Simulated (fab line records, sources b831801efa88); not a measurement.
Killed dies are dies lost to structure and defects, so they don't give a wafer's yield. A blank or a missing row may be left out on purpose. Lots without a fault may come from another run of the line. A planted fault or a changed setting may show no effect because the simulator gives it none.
Chamber matching | flow sky130 | SKY_CONTACT_ETCH_16 on rie_diel-03: 3 sister chambers
The step etches BARC in N2/H2, stops on SiO2, time 45.9 s, target depth 60 nm. 6 wafers are shown with their chamber, then 7 later ones without.

WAFERS WITH THEIR CHAMBER
wafer  | chamber | oes_product_au (a.u.) | throttle_valve_pct (%)
L075.6 | 1       | 0.852                 | 13.218
L079.5 | 1       | 0.847                 | 13.240
L088.2 | 2       | 0.862                 | 13.218
L088.5 | 0       | 0.860                 | 13.231
L089.1 | 2       | 0.854                 | 13.211
L089.2 | 0       | 0.851                 | 13.233

WAFERS WITHOUT THEIR CHAMBER
wafer  | oes_product_au (a.u.) | throttle_valve_pct (%)
L089.4 | 0.852                 | 13.219
L094.2 | 0.856                 | 13.239
L094.3 | 0.857                 | 13.224
L094.6 | 0.854                 | 13.234
L095.1 | 0.864                 | 13.233
L095.3 | 0.865                 | 13.225
L095.5 | 0.859                 | 13.218

WHICH CHAMBER EACH WENT THROUGH
wafer  | from the rows above          | in truth
L089.4 | can't be placed: 1 or 2 or 0 | 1
L094.2 | can't be placed: 0 or 1 or 2 | 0
L094.3 | can't be placed: 0 or 2 or 1 | 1
L094.6 | can't be placed: 0 or 1 or 2 | 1
L095.1 | can't be placed: 0 or 2 or 1 | 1
L095.3 | can't be placed: 2 or 0 or 1 | 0
L095.5 | can't be placed: 2 or 0 or 1 | 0
Placed correctly: 0 of 7. Can't be placed from these rows: 7 (the true chamber is among the candidates in 7). Placed wrongly: 0.
How it was worked out, from the rows above alone: a wafer's distance from a chamber is the root of the sum, over the readings, of the square of ((its reading less the chamber's mean) divided by the reading's scatter). The wafer belongs to the nearest chamber; if the next one is less than 2 further off, it can't be placed. A chamber's mean is the mean of its shown wafers. The scatter: the root of (the sum of the squares of (reading less its chamber's mean) over the shown wafers, divided by (wafers less chambers)).
